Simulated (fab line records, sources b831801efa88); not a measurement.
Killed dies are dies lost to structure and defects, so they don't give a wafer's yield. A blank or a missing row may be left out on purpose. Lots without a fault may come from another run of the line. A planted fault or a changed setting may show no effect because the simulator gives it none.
Which tool did it? | flow gf180mcu | 7 lots, 21 wafers sampled, at 2 steps of a route of 602

WHAT THE GAUGES READ, wafer by wafer
GF_POLY_GATE_CD_MEAS_10: target cd 280 nm.
lot  | measured     | on        | cd_nm (nm)
L806 | day 9 09:12  | cd_sem-01 | 281.5 281.0 280.8
L811 | day 10 20:37 | cd_sem-01 | 279.5 279.6 279.7
L816 | day 12 20:55 | cd_sem-02 | 286.2 284.7 286.2
L819 | day 13 08:31 | cd_sem-01 | 277.2 278.1 278.0
L820 | day 14 04:14 | cd_sem-02 | 283.0 283.0 283.9
L825 | day 15 01:12 | cd_sem-02 | 279.7 279.7 280.1
L828 | day 16 08:23 | cd_sem-01 | 283.6 282.4 282.7

WHICH TOOL RAN EACH LOT (tool, then ch and the chambers of the sampled wafers, then the start)
lot  | GF_POLY_GATE_SOFTBAKE_06
L806 | litho_track-01 ch 0, day 9 00:00
L811 | litho_track-02 ch 0, day 10 11:00
L816 | litho_track-01 ch 0, day 12 11:00
L819 | litho_track-03 ch 0, day 12 22:00
L820 | litho_track-03 ch 0, day 13 14:00
L825 | litho_track-02 ch 0, day 14 14:00
L828 | litho_track-01 ch 0, day 15 21:00
- GF_POLY_GATE_SOFTBAKE_06: time 60 s.

THE ANSWER, worked out from the rows above alone
Rule: what is usual is taken from the lots themselves. Put in order of their means at a reading, lots are off if they are a third of the lots or fewer, leave a main group of 4 or more, and stand apart from it by a gap of 3 or more times the standard deviation of the main group's means; of several such gaps the widest counts. A main group whose means are all the same, to the digits that the tables above print for the reading, isn't used. A lot without any number at a reading at which 4 lots or more have one is off too. The other lots that the step has rows for count as sound.
No lot is off at any reading shown: from this, nothing can be told.

WHAT THE SIMULATOR HAD PUT IN
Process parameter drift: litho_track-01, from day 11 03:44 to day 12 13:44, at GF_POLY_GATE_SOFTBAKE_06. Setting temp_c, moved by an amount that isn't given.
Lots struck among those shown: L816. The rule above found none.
